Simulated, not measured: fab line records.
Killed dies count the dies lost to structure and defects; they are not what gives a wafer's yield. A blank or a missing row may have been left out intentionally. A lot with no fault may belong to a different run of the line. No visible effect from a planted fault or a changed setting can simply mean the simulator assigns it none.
fab line records -- flow gf180mcu
record: lots: 6, wafers: 18, last_day: 34
route steps=602 shown SAB@275 SALICIDE@278 CONTACT@287 PASSIVATION@602
lots untouched by any fault: they come from a run of this same line in which no faults occurred
start_h: the number of hours between the record's first day and the start of the first shown wafer of the lot -- wait_h: time in hours since the lot's previous step -- " unchanged from the row above -- L1.1+2: a single row standing in for several wafers -- - no value present, or no start provided -- * or withheld: withheld -- < > ~ a bound
route shown NAME@n: NAME is a module with steps in the file, n the number in the route of the first one -- usual: the fault-free wafers' mean and standard deviation -- same: alike in all rows -- chamber/n: place in a boat -- sites: each site's reading -- _std_site: the values' standard deviation -- _edge_site: inner sites' mean taken away from outer sites' mean -- radius_mm: how far each site lies from the wafer's centre -- mask NAME#n: copy n -- behind: the tool/chamber that last shaped the wafer -- hold: cause of the lot's hold/its duration in hours/its outcome -- device: names the non-switching transistor (n, p or np) -- end of line: at the end of the route, the tests of the same wafers -- a step without rows: its recipe alone -- killed: count of dies lost to structure and defects at first sort (not the wafer's yield) -- map: per-die view of a wafer (x killed, . not killed, _ where there is no die)
set.NAME: the setting that was run; set.NAME@STEP: the one run at that earlier step -- model.NAME: the simulator's own value behind a step, which no gauge read
a table for each step, a row for each wafer; lots at some steps of the route
services: a tool's chamber out of use, with start hour (start_h, from the record's first day; less than 0 if before it), hours out, and reason
== steps ==
step: GF_SAB_ETCH_11
recipe: chemistry: C4F8/O2/Ar, mask_material: NOVOLAK, target: SiO2, target_depth_nm: 55, source_w: 1500, bias_w: 1200, pressure_mtorr: 40, c4f8_flow_sccm: withheld, O2_flow_sccm: 6, Ar_flow_sccm: 300, time_s: 8.5
step: GF_SAB_WET_ETCH_12
recipe: chemistry: dHF, target_depth_nm: 22, dry: n2_spin, target: SiO2, temp_c: 25, dilution: 100:1, time_s: 440
step: GF_SAB_STRIP_13
recipe: chemistry: O2/N2, power_w: 1400, pressure_mtorr: 1500, platen_temp_c: 250, o2_flow_sccm: 3000, n2_flow_sccm: 300, overash_fraction: 0.5
step: GF_SALICIDE_CLEAN_00
recipe: chemistry: SC1/SC2, mix: 1:4:20, temp_c: 70, time_s: 150
step: GF_SALICIDE_WET_ETCH_01
recipe: chemistry: dHF, target_depth_nm: 5, dry: ipa_marangoni, target: SiO2, temp_c: 25, dilution: 100:1, time_s: 100
step: GF_SALICIDE_SPUTTER_02
recipe: material: Co, target_thk_nm: 10, power_w: 1000, time_s: 20, chamber_pressure_pa: 0.4
step: GF_SALICIDE_SPUTTER_03
recipe: material: TiN, target_thk_nm: 20, power_w: 6500, time_s: 16.7, chamber_pressure_pa: 0.4
usual: throttle_valve_pct: 30.6/1.1
lot.wafer,tool,chamber,start_h,wait_h,throttle_valve_pct
L133.1,pvd_sputter-03,-,344.18,0.0,29.6
L133.4,pvd_sputter-03,-,344.18,0.0,32.0
L133.5,pvd_sputter-03,-,344.18,0.0,29.4
L138.1,pvd_sputter-03,-,386.51,0.0,31.8
L138.2,pvd_sputter-03,-,386.51,0.0,30.9
L138.3,pvd_sputter-03,-,386.51,0.0,32.0
L139.1,pvd_sputter-03,-,398.39,0.0,29.6
L139.3,pvd_sputter-03,-,398.39,0.0,32.2
L139.5,pvd_sputter-03,-,398.39,0.0,32.3
L143.2,pvd_sputter-03,-,438.11,0.0,31.9
L143.3,pvd_sputter-03,-,438.11,0.0,32.0
L143.6,pvd_sputter-03,-,438.11,0.0,32.3
L150.1,pvd_sputter-04,-,496.99,0.0,29.5
L150.2,pvd_sputter-04,-,496.99,0.0,30.8
L150.3,pvd_sputter-04,-,496.99,0.0,29.5
L154.1,pvd_sputter-02,-,524.64,0.0,29.4
L154.2,pvd_sputter-02,-,524.64,0.0,31.7
L154.3,pvd_sputter-02,-,524.64,0.0,31.8
step: GF_SALICIDE_RS_MEAS_04
recipe: thk_meas_gauge: four-point-probe, reads: TiN_of_SALICIDE_SPUTTER_03+Co_of_SALICIDE_SPUTTER_02
usual: SALICIDE_TIN_RS: 16.4/0.32
lot.wafer,tool,chamber,start_h,wait_h,SALICIDE_TIN_RS[ohm/sq]
L133.1,film_metro-04,-,344.26,0.1,16.4
L133.4,film_metro-04,-,344.26,0.1,16.4
L133.5,film_metro-04,-,344.26,0.1,16.5
L138.1,film_metro-04,-,386.53,0.0,15.9
L138.2,film_metro-04,-,386.53,0.0,16.2
L138.3,film_metro-04,-,386.53,0.0,15.9
L139.1,film_metro-04,-,398.42,0.0,16.4
L139.3,film_metro-04,-,398.42,0.0,16.0
L139.5,film_metro-04,-,398.42,0.0,16.5
L143.2,film_metro-01,-,438.16,0.0,16.0
L143.3,film_metro-01,-,438.16,0.0,16.3
L143.6,film_metro-01,-,438.16,0.0,16.3
L150.1,film_metro-01,-,497.01,0.0,16.0
L150.2,film_metro-01,-,497.01,0.0,16.0
L150.3,film_metro-01,-,497.01,0.0,16.3
L154.1,film_metro-04,-,524.66,0.0,16.8
L154.2,film_metro-04,-,524.66,0.0,16.7
L154.3,film_metro-04,-,524.66,0.0,17.1
step: GF_SALICIDE_THK_MEAS_05
recipe: thk_meas_gauge: xrf, reads: TiN_of_SALICIDE_SPUTTER_03
usual: SALICIDE_TIN_THK: 20.0/0.31
lot.wafer,tool,chamber,start_h,wait_h,SALICIDE_TIN_THK[nm]
L133.1,film_metro-04,-,344.38,0.1,20.2
L133.4,film_metro-04,-,344.38,0.1,19.9
L133.5,film_metro-04,-,344.38,0.1,20.2
L138.1,film_metro-04,-,386.65,0.1,20.1
L138.2,film_metro-04,-,386.65,0.1,19.9
L138.3,film_metro-04,-,386.65,0.1,20.2
L139.1,film_metro-04,-,398.54,0.1,20.2
L139.3,film_metro-04,-,398.54,0.1,20.1
L139.5,film_metro-04,-,398.54,0.1,20.0
L143.2,film_metro-01,-,438.27,0.1,20.1
L143.3,film_metro-01,-,438.27,0.1,20.4
L143.6,film_metro-01,-,438.27,0.1,20.2
L150.1,film_metro-01,-,497.13,0.1,19.7
L150.2,film_metro-01,-,497.13,0.1,20.1
L150.3,film_metro-01,-,497.13,0.1,20.5
L154.1,film_metro-04,-,524.78,0.1,20.0
L154.2,film_metro-04,-,524.78,0.1,19.7
L154.3,film_metro-04,-,524.78,0.1,19.5
step: GF_SALICIDE_RTA_06
recipe: temp_c: 530, time_s: 30, ambient: N2
usual: lamp_power_pct: 6.2/0.67, wafer_temp_C_max: 533.1/0.81
lot.wafer,tool,chamber,start_h,wait_h,lamp_power_pct,wafer_temp_C_max
L133.1,rtp_anneal-02,0,344.44,0.1,7.0,533.3
L133.4,rtp_anneal-02,0,344.44,0.1,7.0,533.8
L133.5,rtp_anneal-02,0,344.44,0.1,7.0,533.9
L138.1,rtp_anneal-01,0,386.71,0.1,5.6,532.3
L138.2,rtp_anneal-01,0,386.71,0.1,5.6,532.2
L138.3,rtp_anneal-01,0,386.71,0.1,5.6,532.2
L139.1,rtp_anneal-01,0,398.60,0.1,5.6,533.6
L139.3,rtp_anneal-01,0,398.60,0.1,5.6,532.3
L139.5,rtp_anneal-01,0,398.60,0.1,5.6,533.4
L143.2,rtp_anneal-01,0,438.34,0.1,5.6,532.3
L143.3,rtp_anneal-01,0,438.34,0.1,5.6,532.1
L143.6,rtp_anneal-01,0,438.34,0.1,5.6,532.3
L150.1,rtp_anneal-02,0,497.19,0.1,7.0,535.7
L150.2,rtp_anneal-02,0,497.19,0.1,7.0,533.3
L150.3,rtp_anneal-02,0,497.19,0.1,7.0,534.3
L154.1,rtp_anneal-02,0,524.84,0.1,7.0,534.9
L154.2,rtp_anneal-02,0,524.84,0.1,7.0,534.1
L154.3,rtp_anneal-02,0,524.84,0.1,7.0,533.0
step: GF_SALICIDE_WET_ETCH_07
recipe: chemistry: SPM, target_depth_nm: 120, dry: n2_spin
step: GF_SALICIDE_RTA_08
recipe: temp_c: 800, time_s: 30, ambient: N2
usual: lamp_power_pct: 18.0/1.8, wafer_temp_C_max: 805.2/1.2
lot.wafer,tool,chamber,start_h,wait_h,lamp_power_pct,wafer_temp_C_max
L133.1,rtp_anneal-01,0,344.64,0.0,15.6,803.4
L133.4,rtp_anneal-01,0,344.64,0.0,15.6,804.1
L133.5,rtp_anneal-01,0,344.64,0.0,15.6,804.5
L138.1,rtp_anneal-02,0,386.91,0.0,19.4,804.9
L138.2,rtp_anneal-02,0,386.91,0.0,19.4,804.7
L138.3,rtp_anneal-02,0,386.91,0.0,19.4,805.2
L139.1,rtp_anneal-02,0,398.79,0.0,19.4,805.9
L139.3,rtp_anneal-02,0,398.79,0.0,19.4,805.3
L139.5,rtp_anneal-02,0,398.79,0.0,19.4,804.5
L143.2,rtp_anneal-02,0,438.53,0.0,19.4,806.7
L143.3,rtp_anneal-02,0,438.53,0.0,19.4,807.7
L143.6,rtp_anneal-02,0,438.53,0.0,19.4,805.3
L150.1,rtp_anneal-01,0,497.38,0.0,15.6,803.1
L150.2,rtp_anneal-01,0,497.38,0.0,15.6,805.0
L150.3,rtp_anneal-01,0,497.38,0.0,15.6,804.3
L154.1,rtp_anneal-01,0,525.13,0.0,15.6,805.4
L154.2,rtp_anneal-01,0,525.13,0.0,15.6,803.1
L154.3,rtp_anneal-01,0,525.13,0.0,15.6,804.7
step: GF_CONTACT_CVD_00
recipe: material: SiO2, target_thk_nm: 300, sigma_open_frac: 0.3, temp_c: 400, time_s: 50, sih4_flow_sccm: 60, pressure_mtorr: 6
lot.wafer,tool,chamber,start_h,wait_h
L133.1+4+5,hdpcvd-01,"2,0,1",344.74,0.1
L138.1+2+3,hdpcvd-02,"2,1,0",387.01,0.1
L138.1+2+3,hdpcvd-02,"2,1,0",387.23,0.2
L139.1+3+5,hdpcvd-01,"1,0,2",398.89,0.1
L139.1+3+5,hdpcvd-01,"1,0,2",399.10,0.2
L143.2+3+6,hdpcvd-01,"2,0,1",438.61,0.1
L150.1+2+3,hdpcvd-01,"2,1,0",497.48,0.1
L154.1+2+3,hdpcvd-02,"0,1,2",525.23,0.1
step: GF_CONTACT_THK_MEAS_01
recipe: reads: SiO2_of_CONTACT_CVD_00
usual: CONTACT_CVD_00_THK: 303/3.4
lot.wafer,tool,chamber,start_h,wait_h,CONTACT_CVD_00_THK[nm]
L133.1,film_metro-02,-,344.78,0.0,303
L133.4,film_metro-02,-,344.78,0.0,305
L133.5,film_metro-02,-,344.78,0.0,303
L138.1,film_metro-04,-,387.33,0.1,603
L138.2,film_metro-04,-,387.33,0.1,596
L138.3,film_metro-04,-,387.33,0.1,603
L139.1,film_metro-03,-,399.14,0.0,605
L139.3,film_metro-03,-,399.14,0.0,605
L139.5,film_metro-03,-,399.14,0.0,605
L143.2,film_metro-04,-,438.67,0.0,302
L143.3,film_metro-04,-,438.67,0.0,308
L143.6,film_metro-04,-,438.67,0.0,307
L150.1,film_metro-02,-,497.53,0.0,310
L150.2,film_metro-02,-,497.53,0.0,310
L150.3,film_metro-02,-,497.53,0.0,309
L154.1,film_metro-03,-,525.27,0.0,302
L154.2,film_metro-03,-,525.27,0.0,301
L154.3,film_metro-03,-,525.27,0.0,304
step: GF_CONTACT_CVD_02
recipe: material: SiO2, target_thk_nm: 860, precursor: TEOS, temp_c: 400, time_s: 95.992, rf_w: 600
usual: heater_power_w: 654/83
lot.wafer,tool,chamber,start_h,wait_h,heater_power_w
L133.1,pecvd-01,2,344.84,0.1,710
L133.4,pecvd-01,2,344.84,0.1,747
L133.5,pecvd-01,0,344.84,0.1,563
L138.1,pecvd-04,0,387.39,0.1,773
L138.2,pecvd-04,2,387.39,0.1,615
L138.3,pecvd-04,1,387.39,0.1,601
L139.1,pecvd-01,2,399.20,0.1,772
L139.3,pecvd-01,2,399.20,0.1,616
L139.5,pecvd-01,0,399.20,0.1,608
L143.2,pecvd-04,2,438.72,0.0,742
L143.3,pecvd-04,0,438.72,0.0,798
L143.6,pecvd-04,0,438.72,0.0,821
L150.1,pecvd-01,1,497.59,0.1,635
L150.2,pecvd-01,0,497.59,0.1,576
L150.3,pecvd-01,2,497.59,0.1,751
L154.1,pecvd-02,0,525.33,0.1,563
L154.2,pecvd-02,1,525.33,0.1,785
L154.3,pecvd-02,2,525.33,0.1,657
step: GF_CONTACT_THK_MEAS_03
recipe: reads: SiO2_of_CONTACT_CVD_02
usual: CONTACT_CVD_02_THK: 861/14
lot.wafer,tool,chamber,start_h,wait_h,CONTACT_CVD_02_THK[nm]
L133.1,film_metro-03,-,344.91,0.0,853
L133.4,film_metro-03,-,344.91,0.0,865
L133.5,film_metro-03,-,344.91,0.0,860
L138.1,film_metro-02,-,387.58,0.2,835
L138.2,film_metro-02,-,387.58,0.2,836
L138.3,film_metro-02,-,387.58,0.2,856
L139.1,film_metro-04,-,399.31,0.1,858
L139.3,film_metro-04,-,399.31,0.1,883
L139.5,film_metro-04,-,399.31,0.1,867
L143.2,film_metro-03,-,438.80,0.0,860
L143.3,film_metro-03,-,438.80,0.0,851
L143.6,film_metro-03,-,438.80,0.0,874
L150.1,film_metro-03,-,497.66,0.0,864
L150.2,film_metro-03,-,497.66,0.0,850
L150.3,film_metro-03,-,497.66,0.0,863
L154.1,film_metro-02,-,525.40,0.0,852
L154.2,film_metro-02,-,525.40,0.0,862
L154.3,film_metro-02,-,525.40,0.0,854
step: GF_CONTACT_CMP_04
recipe: material: SiO2, down_force_psi: 4, platen_rpm: 60, pad_velocity_m_s: 0.94248
usual: motor_current_A: 12.2/0.87, time_to_endpoint_s: 114/6.5
lot.wafer,tool,chamber,start_h,wait_h,motor_current_A,time_to_endpoint_s
L133.4,cmp-01,0,344.97,0.0,12.6,110
L133.1,cmp-01,2,344.97,0.0,11.6,112
L133.5,cmp-01,1,344.97,0.0,11.7,109
L138.1,cmp-01,3,387.64,0.1,12.4,104
L138.2,cmp-01,0,387.64,0.1,12.2,100
L138.3,cmp-01,2,387.64,0.1,12.1,119
L139.1,cmp-02,1,399.37,0.1,13.6,115
L139.3,cmp-02,3,399.37,0.1,11.7,124
L139.5,cmp-02,1,399.37,0.1,12.6,119
L143.2,cmp-02,1,438.85,0.0,12.7,111
L143.3,cmp-02,0,438.85,0.0,13.7,105
L143.6,cmp-02,1,438.85,0.0,13.3,116
L150.2,cmp-02,3,497.72,0.0,12.0,114
L150.1,cmp-02,0,497.72,0.0,13.8,115
L150.3,cmp-02,1,497.72,0.0,12.5,114
L154.3,cmp-01,1,525.46,0.0,11.3,109
L154.1,cmp-01,2,525.46,0.0,11.8,114
L154.2,cmp-01,3,525.46,0.0,13.1,111
step: GF_CONTACT_DEHYDRATE_06
recipe: temp_c: 200, time_s: 60
step: GF_CONTACT_HMDS_07
recipe: prime_time_s: 60, prime_temp_c: 120
step: GF_CONTACT_COAT_08
recipe: resist: BARC, temp_c: withheld, time_s: withheld, spin_rpm: withheld, resist_thk_nm: withheld
step: GF_CONTACT_COAT_09
recipe: resist: KrF, spin_rpm: withheld, resist_thk_nm: 1000
step: GF_CONTACT_SOFTBAKE_10
recipe: temp_c: 130, time_s: 60, resist: KrF
step: GF_CONTACT_EXPOSE_11
recipe: mask_id: Contact, target_cd_nm: 220, na: 0.68, source_shape: conventional, sigma_outer: 0.6, dose_mj: 38
step: GF_CONTACT_PEB_12
recipe: peb_temp_c: 135, peb_time_s: 90, resist: KrF
step: GF_CONTACT_DEVELOP_13
recipe: develop_time_s: 60, resist: KrF, dev_temp_c: 21
step: GF_CONTACT_CD_MEAS_14
recipe: target_cd_nm: 220
usual: cd_nm: 219.7/1.4
lot.wafer,tool,chamber,start_h,wait_h,cd_nm
L133.1,cd_sem-02,-,366.93,0.1,221.0
L133.4,cd_sem-02,-,366.93,0.1,220.1
L133.5,cd_sem-02,-,366.93,0.1,219.7
L138.1,cd_sem-02,-,411.08,0.1,219.8
L138.2,cd_sem-02,-,411.08,0.1,219.0
L138.3,cd_sem-02,-,411.08,0.1,219.2
L139.1,cd_sem-02,-,422.83,0.1,222.1
L139.3,cd_sem-02,-,422.83,0.1,219.9
L139.5,cd_sem-02,-,422.83,0.1,221.6
L143.2,cd_sem-02,-,463.70,0.1,220.1
L143.3,cd_sem-02,-,463.70,0.1,219.5
L143.6,cd_sem-02,-,463.70,0.1,220.1
L150.1,cd_sem-02,-,521.68,0.1,220.6
L150.2,cd_sem-02,-,521.68,0.1,219.2
L150.3,cd_sem-02,-,521.68,0.1,217.9
L154.1,cd_sem-02,-,548.73,0.1,218.4
L154.2,cd_sem-02,-,548.73,0.1,218.9
L154.3,cd_sem-02,-,548.73,0.1,218.0
step: GF_CONTACT_OVL_MEAS_15
usual: CONTACT_OVL: 0/5.9
lot.wafer,tool,chamber,start_h,wait_h,CONTACT_OVL[nm]
L133.1,overlay-01,-,367.05,0.1,1
L133.4,overlay-01,-,367.05,0.1,-2
L133.5,overlay-01,-,367.05,0.1,6
L138.1,overlay-02,-,411.20,0.1,0
L138.2,overlay-02,-,411.20,0.1,-2
L138.3,overlay-02,-,411.20,0.1,-4
L139.1,overlay-02,-,422.95,0.1,4
L139.3,overlay-02,-,422.95,0.1,4
L139.5,overlay-02,-,422.95,0.1,2
L143.2,overlay-02,-,463.80,0.1,4
L143.3,overlay-02,-,463.80,0.1,12
L143.6,overlay-02,-,463.80,0.1,5
L150.1,overlay-02,-,521.80,0.1,13
L150.2,overlay-02,-,521.80,0.1,-2
L150.3,overlay-02,-,521.80,0.1,7
L154.1,overlay-02,-,548.85,0.1,11
L154.2,overlay-02,-,548.85,0.1,3
L154.3,overlay-02,-,548.85,0.1,8
step: GF_CONTACT_ETCH_16
recipe: chemistry: N2/H2, target_depth_a: withheld, overetch_a: withheld, time_s: withheld, target: BARC, ion_energy_ev: 200, source_w: 500, bias_w: 100, pressure_mtorr: 30, n2_flow_sccm: 100, h2_flow_sccm: 200
step: GF_CONTACT_ETCH_17
recipe: chemistry: C4F8/O2/Ar, mask_material: KrF, target: SiO2, stop_on: CoSi2, source_w: 1500, bias_w: 1200, pressure_mtorr: 40, c4f8_flow_sccm: withheld, O2_flow_sccm: 6, Ar_flow_sccm: 300, time_s: withheld, target_depth_a: 8600
usual: oes_product_au: 0.816/0.0047
lot.wafer,tool,chamber,start_h,wait_h,oes_product_au,model.etch.depth_nm,model.CONTACT.feature_depth_nm
L133.1,rie_diel-03,2,-,-,0.811,864.6,864.6
L133.4,rie_diel-03,3,-,-,0.816,864.9,864.9
L133.5,rie_diel-03,0,-,-,0.818,862.7,862.7
L138.1,rie_diel-01,0,-,-,0.974,1162,1162
L138.2,rie_diel-01,2,-,-,0.969,1154,1154
L138.3,rie_diel-01,1,-,-,0.965,1164,1164
L139.1,rie_diel-02,0,-,-,0.961,1165,1165
L139.3,rie_diel-02,2,-,-,0.967,1166,1166
L139.5,rie_diel-02,1,-,-,0.963,1164,1164
L143.2,rie_diel-02,0,-,-,0.816,863.5,863.5
L143.3,rie_diel-02,3,-,-,0.826,870.9,870.9
L143.6,rie_diel-02,0,-,-,0.825,868.4,868.4
L150.1,rie_diel-03,1,-,-,0.824,871.4,871.4
L150.2,rie_diel-03,2,-,-,0.825,870.2,870.2
L150.3,rie_diel-03,0,-,-,0.817,870.6,870.6
L154.1,rie_diel-03,3,-,-,0.813,862.5,862.5
L154.2,rie_diel-03,1,-,-,0.815,859.8,859.8
L154.3,rie_diel-03,0,-,-,0.818,862.3,862.3
step: GF_CONTACT_STRIP_18
recipe: chemistry: O2/N2, power_w: 1400, pressure_mtorr: 1500, platen_temp_c: 250, o2_flow_sccm: 3000, n2_flow_sccm: 300, overash_fraction: 0.5
step: GF_PASSIVATION_PROBE_99
lot.wafer,tool,chamber,start_h,wait_h,model.etest.contact_nplus.rc_ohm,model.etest.contact_pplus.rc_ohm,model.etest.contact_poly.rc_ohm
L133.1,prober-01,-,681.61,0.1,5.325,5.269,6.082
L133.4,prober-01,-,681.76,0.2,5.298,5.313,6.137
L133.5,prober-01,-,681.81,0.2,5.121,5.106,5.69
L138.1,prober-02,-,715.71,0.1,6.426,6.247,6.862
L138.3,prober-02,-,715.81,0.2,6.245,6.42,6.896
L139.3,prober-01,-,721.31,0.2,6.502,6.315,7.147
L143.2,prober-01,-,755.06,0.1,5.21,5.236,5.978
L143.3,prober-01,-,755.11,0.2,5.088,5.155,5.941
L143.6,prober-01,-,755.26,0.2,5.333,5.24,5.984
L150.1,prober-02,-,790.16,0.1,5.346,5.355,5.74
L150.2,prober-02,-,790.21,0.1,5.249,5.2,5.935
L150.3,prober-02,-,790.26,0.2,5.059,5.3,5.98
L154.1,prober-02,-,809.71,0.1,5.413,5.45,5.972
L154.2,prober-02,-,809.76,0.1,5.334,5.349,5.952
L154.3,prober-02,-,809.81,0.2,5.179,5.268,6.072
killed by level:class
L133.1 V5:geometric_particle:open=5 V1:geometric_particle:open=3 V2:geometric_particle:open=3 V3:geometric_particle:short=3 V3:geometric_particle:open=3 STI:geometric_particle:short=2 CONTACT:geometric_particle:short=2 V4:geometric_particle:short=2
L133.4 V2:geometric_particle:open=5 CONTACT:geometric_particle:open=3 M3:geometric_particle:short=3 V4:geometric_particle:open=3 V5:geometric_particle:open=3 CONTACT:geometric_particle:short=2 V1:geometric_particle:open=2 M2:geometric_particle:short=2
L133.5 V5:geometric_particle:open=5 STI:geometric_particle:short=4 CONTACT:geometric_particle:short=4 V3:geometric_particle:open=4 V5:geometric_particle:short=4 STI:geometric_particle:open=3 V2:geometric_particle:open=3 POLY_GATE:geometric_particle:open=2
L143.2 V4:geometric_particle:open=7 CONTACT:geometric_particle:open=5 V4:geometric_particle:short=5 CONTACT:geometric_particle:short=4 M2:geometric_particle:short=3 M5:geometric_particle:short=3 V5:geometric_particle:open=3 HV_LDD:geometric_particle:short=2
L143.3 M1:geometric_particle:short=5 CONTACT:geometric_particle:open=4 V5:geometric_particle:open=4 V3:geometric_particle:short=3 STI:geometric_particle:short=2 POLY_GATE:geometric_particle:open=2 V1:geometric_particle:open=2 V3:geometric_particle:open=2
L143.6 CONTACT:geometric_particle:open=10 V3:geometric_particle:open=6 V1:geometric_particle:open=4 V2:geometric_particle:open=4 STI:geometric_particle:open=3 V4:geometric_particle:short=3 V4:geometric_particle:open=3 V5:geometric_particle:open=3
L150.1 V1:geometric_particle:open=6 V5:geometric_particle:open=4 STI:geometric_particle:short=3 V3:geometric_particle:open=3 M5:geometric_particle:short=3 CONTACT:geometric_particle:open=2 VT_IMPLANT:coat_microbubble_printed=2 STI:geometric_particle:open=1
L150.2 V2:geometric_particle:open=7 V1:geometric_particle:short=4 CONTACT:geometric_particle:open=3 V3:geometric_particle:short=3 V3:geometric_particle:open=3 V4:geometric_particle:open=3 M3:geometric_particle:short=2 STI:geometric_particle:open=2
L150.3 V3:geometric_particle:open=7 CONTACT:geometric_particle:open=6 M3:geometric_particle:short=5 V2:geometric_particle:open=4 CONTACT:geometric_particle:short=3 M4:geometric_particle:short=3 STI:geometric_particle:open=2 HV_LDD:geometric_particle:short=2
L154.1 V3:geometric_particle:short=4 V5:geometric_particle:open=3 CONTACT:geometric_particle:short=2 V1:geometric_particle:open=2 M2:geometric_particle:short=2 V2:geometric_particle:open=2 V5:geometric_particle:short=2 STI:geometric_particle:short=1
L154.2 V3:geometric_particle:open=9 V5:geometric_particle:open=6 CONTACT:geometric_particle:open=5 V5:geometric_particle:short=5 STI:geometric_particle:short=4 V2:geometric_particle:short=4 V2:geometric_particle:open=3 V4:geometric_particle:open=3
L154.3 V4:geometric_particle:open=6 V1:geometric_particle:open=4 V2:geometric_particle:short=4 M5:geometric_particle:short=4 STI:geometric_particle:open=3 STI:geometric_particle:short=3 SALICIDE:geometric_particle:short=2 M2:geometric_particle:short=2
== services ==
tool,chamber,start_h,hours,kind
pecvd-04,1,336.09,18.2,repair
rie_diel-02,1,343.63,4.1,repair
pecvd-04,-,368.88,14.0,pm
cmp-01,-,388.70,5.1,pm
pecvd-01,1,392.25,7.5,repair
pecvd-01,-,400.89,16.7,repair
hdpcvd-02,2,402.64,6.5,repair
cmp-02,-,404.00,4.0,pm
hdpcvd-02,-,414.26,5.5,pm
cmp-01,-,425.99,1.7,repair
cmp-02,-,441.19,3.7,pm
cmp-01,-,445.52,0.5,repair
rie_diel-03,2,459.21,47.9,repair
hdpcvd-02,-,459.34,0.3,repair
cmp-01,-,466.60,1.4,repair
hdpcvd-02,-,472.10,0.8,repair
cmp-02,-,478.65,1.6,repair
hdpcvd-01,0,503.46,9.4,repair
pecvd-04,-,504.65,2.9,repair
pvd_sputter-03,-,509.20,5.1,repair
hdpcvd-01,1,512.30,6.0,repair
rie_diel-03,0,512.45,5.3,repair
rie_diel-02,-,514.42,2.8,pm
hdpcvd-02,-,539.25,15.0,pm
== key ==
first_sign: step: GF_CONTACT_CVD_00, reading: visit, direction: added
effect: step: GF_CONTACT_THK_MEAS_01, reading: CONTACT_CVD_00_THK, direction: up, sigmas: 88, usual: 303, struck: 603
effect: step: GF_CONTACT_ETCH_17, reading: oes_product_au, direction: up, sigmas: 32, usual: 0.816, struck: 0.967
model_effect: step: GF_CONTACT_ETCH_17, value: etch.depth_nm, without: 861.2, struck: 1163
model_effect: step: GF_PASSIVATION_PROBE_99, value: etest.contact_nplus.rc_ohm, without: 5.216, struck: 6.391
met_at GF_CONTACT_CVD_00
struck_wafers L138.1,L138.2,L138.3,L139.1,L139.3,L139.5
rows_end L138.2,L139.1,L139.5
sort_left_out L138.1,L138.3,L139.3
tester_left_out L138,L139
fault: kind: repeated_step_whole, tool: hdpcvd-01,hdpcvd-02, chamber: -, onset_h: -, steps: GF_CONTACT_CVD_00, times: 1, scope: struck_lots_only
tester_left_out: of these lots the tester's yield and bins aren't shown, on N5 and GAA mostly nor the transistor test; their killed dies are dies lost to structure and defects alone, not to doping, threshold or leakage, so they don't give the yield
sort_left_out: the simulated sort isn't trusted on such a fault, so these wafers' sort isn't shown, and their yield isn't known
rows_end: these wafers met a further fault down the route, and their rows from its step on are left out
